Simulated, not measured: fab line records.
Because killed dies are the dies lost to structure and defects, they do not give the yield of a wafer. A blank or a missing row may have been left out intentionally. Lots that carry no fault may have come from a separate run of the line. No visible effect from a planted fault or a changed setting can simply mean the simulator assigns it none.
Struck lot and sound lot, side by side | flow sky130 | 31 steps out of a route of 708
Sound: these wafers, L731.1, L731.3, L731.6. Wafers L737.1, L737.4, L737.6 were the ones struck. At the end, the cause is stated.
Each step with rows lists, per side, the tool, then ch with its chambers, then its first start. Under that, the readings that differ: sound wafers | struck wafers | difference of the means | sigmas: that difference in standard deviations of wafers without a fault.
alike: readings whose means differ by less than 2 such deviations, and words and numbers that are the same on both sides. not compared: withheld readings, readings that some wafer has no value for, bounds like >300 that may hide the same value, and numbers for which the record gives no deviation and whose values overlap.
A row with sigmas, a row that says differs or no value, or rows on one side alone: a step with any of these is where the two part. Numbers that have no deviation but don't overlap get no sigmas and don't part them. A reading that every wafer of one side lacks parts them only if that side has two wafers or more.

first, 1 step without rows for these wafers: SKY_PWDE_IMPLANT_08.
SKY_PWDE_STRIP_09: strips in O2/N2.
  sound on plasma_asher-04 ch 1, day 4 10:49; struck on plasma_asher-01 ch 0,1, day 5 17:26
  reading                      | sound             | struck            | difference | sigmas
  strip_time_to_endpoint_s (s) | 36.81 36.71 36.75 | 36.91 37.06 36.98 | +0.23      | +2
  alike: drypump_motor_current_A, oes_product_au
  not compared: rf_hours_counter_h
SKY_PWDE_TW_MEAS_10:
  struck on film_metro-04, day 5 17:32; sound on film_metro-02, day 4 10:55
  alike: PWDE_TW
then, 7 steps without rows for these wafers: SKY_NWELL_DEHYDRATE_03 (time 60 s); SKY_NWELL_HMDS_04 (prime time 60 s); SKY_NWELL_COAT_05 (resist thk 3000 nm); SKY_NWELL_SOFTBAKE_06; SKY_NWELL_EXPOSE_07 (exposes mask NWM, target cd 840 nm); SKY_NWELL_PEB_08; SKY_NWELL_DEVELOP_09 (develop time 60 s).
SKY_NWELL_OVL_MEAS_10:
  struck on overlay-01, day 6 16:30; sound on overlay-01, day 5 03:44
  reading           | sound          | struck      | difference | sigmas
  NWELL_00_OVL (nm) | -0.1 -2.9 -1.2 | 1.8 1.8 0.9 | +2.9       | +2
then, 1 step without rows for these wafers: SKY_NWELL_IMPLANT_11.
SKY_NWELL_IMPLANT_12:
  sound on implanter-04 ch 0, day 5 03:55; struck on implanter-04 ch 0, day 6 16:41
  reading            | sound                           | struck                           | difference  | sigmas
  dose_ions_cm2      | 1.2985e+12 1.3014e+12 1.301e+12 | 1.9805e+12 1.9803e+12 1.9813e+12 | +6.8040e+11 | +99 or more
  faraday_current_uA | 7.22 7.25 7.26                  | 11.12 10.98 11.11                | +3.83       | +27
then, 1 step without rows for these wafers: SKY_NWELL_IMPLANT_13.
SKY_NWELL_STRIP_14: strips in O2/N2.
  sound on plasma_asher-01 ch 0, day 5 04:13; struck on plasma_asher-01 ch 0,1, day 6 16:59
  alike: drypump_motor_current_A, oes_product_au, strip_time_to_endpoint_s
  not compared: rf_hours_counter_h
SKY_NWELL_TW_MEAS_15:
  struck on film_metro-02, day 6 17:05; sound on film_metro-04, day 5 04:19
  alike: NWELL_TW
then, 7 steps without rows for these wafers: SKY_NWELL_DEHYDRATE_16 (time 60 s); SKY_NWELL_HMDS_17 (prime time 60 s); SKY_NWELL_COAT_18 (resist thk 3000 nm); SKY_NWELL_SOFTBAKE_19; SKY_NWELL_EXPOSE_20 (exposes mask NWM COMPLEMENT, target cd 840 nm); SKY_NWELL_PEB_21; SKY_NWELL_DEVELOP_22 (develop time 60 s).
SKY_NWELL_OVL_MEAS_23:
  struck on overlay-02, day 7 12:56; sound on overlay-01, day 5 22:27
  alike: NWELL_01_OVL
then, 1 step without rows for these wafers: SKY_NWELL_IMPLANT_24.
SKY_NWELL_STRIP_25: strips in O2/N2.
  sound on plasma_asher-01 ch 0,1, day 5 22:38; struck on plasma_asher-03 ch 0,1, day 7 13:07
  alike: drypump_motor_current_A, oes_product_au, strip_time_to_endpoint_s
  not compared: rf_hours_counter_h
SKY_NWELL_TW_MEAS_26:
  struck on film_metro-04, day 7 13:13; sound on film_metro-04, day 5 22:44
  alike: NWELL_2_TW
then, 1 step without rows for these wafers: SKY_NWELL_CLEAN_27 (cleans in SC1/SC2, time 150 s).
SKY_NWELL_RTA_28: time 30 s.
  sound on rtp_anneal-01 ch 0, day 5 22:51; struck on rtp_anneal-02 ch 0, day 7 13:20
  alike: lamp_power_pct, ramp_down_c_per_s, wafer_temp_C_max
SKY_NWELL_RS_MEAS_29: uses a four-point probe to measure.
  struck on film_metro-02, day 7 13:32; sound on film_metro-02, day 5 22:57
  reading           | sound             | struck            | difference | sigmas
  NWELL_RS (ohm/sq) | 623.7 626.2 623.7 | 605.9 605.0 604.1 | -19.5      | -13
-- the record jumps here: 41 days lie between the struck wafers' starts before and after (it left off in module NWELL and takes up again in module PAD_OPEN, whose first step shown is number 708 of the route) --
SKY_PAD_OPEN_PROBE_99:
  struck on prober-02, day 48 08:23; sound on prober-02, day 46 20:57
  reading                                  | sound                        | struck                        | difference | sigmas
  model.etest.nfet_16v.r_on_ohm_um         | 1.417e+04 1.43e+04 1.412e+04 | 1.296e+04 1.406e+04 1.402e+04 | -5.167e+02 |
  model.etest.pfet_g5v0d10v5.r_on_ohm_um   | 4837 4601 4638               | 4971 4958 5051                | +301       |
  model.etest.tip_p.rs_ohm_sq              | 6979 6992 6977               | 7317 7277 7283                | +310       |
  model.etest.tip_p_5v.rs_ohm_sq           | 2832 2829 2825               | 2954 2957 2980                | +135       |
  model.etest.pfet_g5v0d10v5.drive_ua_um   | 338.9 354.5 347.2            | 328.1 324.3 320.1             | -22.7      |
  model.etest.pfet_01v8_lvt.drive_ua_um    | 170.4 178 177.8              | 158.5 158.9 157               | -17.3      |
  model.etest.pfet_01v8_mvt.drive_ua_um    | 148.8 154.6 154.4            | 143.5 142 140.6               | -10.6      |
  model.etest.pfet_01v8_lvt.off_log10_a_um | -9.06 -9.004 -8.787          | -10.44 -10.59 -10.5           | -1.56      |
  alike: killed_at_M0_to_M3, killed_at_M4_up, killed_at_contacts, killed_at_front_end, killed_at_other, killed_dies, killed_open, killed_short

== WHERE THEY PART ==
First at SKY_PWDE_STRIP_09; last, within this record, at SKY_NWELL_RS_MEAS_29. Later steps at which nothing parts them and some readings are alike: SKY_PAD_OPEN_PROBE_99.

WHY: what the simulator had put in
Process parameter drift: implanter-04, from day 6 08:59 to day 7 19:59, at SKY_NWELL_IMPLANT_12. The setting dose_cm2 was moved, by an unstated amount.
